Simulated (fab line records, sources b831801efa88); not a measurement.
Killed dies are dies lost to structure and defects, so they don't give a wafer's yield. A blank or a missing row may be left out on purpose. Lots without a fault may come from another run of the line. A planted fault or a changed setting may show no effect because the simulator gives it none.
Chamber matching | flow sky130 | SKY_LI_CONTACT_CMP_24 on cmp-02: 4 sister chambers
The step polishes, stops on PSG, t overpolish 20 s, target thk 0 nm. 4 wafers are shown with their chamber, then 7 later ones without.

WAFERS WITH THEIR CHAMBER
wafer  | chamber | motor_current_A (A)
L191.6 | 3       | 10.4
L192.3 | 0       | 12.7
L201.1 | 1       | 11.8
L201.3 | 2       | 10.7

WAFERS WITHOUT THEIR CHAMBER
wafer  | motor_current_A (A)
L201.6 | 10.5
L203.1 | 10.5
L203.2 | 10.7
L203.5 | 11.7
L205.4 | 11.1
L205.5 | 11.3
L205.6 | 13.6

WHICH CHAMBER EACH WENT THROUGH
wafer  | from the rows above          | in truth
L201.6 | can't be placed: 3 or 2      | 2
L203.1 | can't be placed: 3 or 2      | 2
L203.2 | can't be placed: 2 or 3      | 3
L203.5 | 1                            | 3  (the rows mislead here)
L205.4 | can't be placed: 2 or 3 or 1 | 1
L205.5 | can't be placed: 1 or 2 or 3 | 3
L205.6 | 0                            | 0
Placed correctly: 1 of 7. Can't be placed from these rows: 5 (the true chamber is among the candidates in 5). Placed wrongly: 1.
How it was worked out, from the rows above alone: a wafer's distance from a chamber is the root of the sum, over the readings, of the square of ((its reading less the chamber's mean) divided by the reading's scatter). The wafer belongs to the nearest chamber; if the next one is less than 2 further off, it can't be placed. A chamber's mean is the mean of its shown wafers. The scatter: with one shown wafer a chamber, the root of the mean of the squares of how far each hidden wafer lies from its nearest shown one.
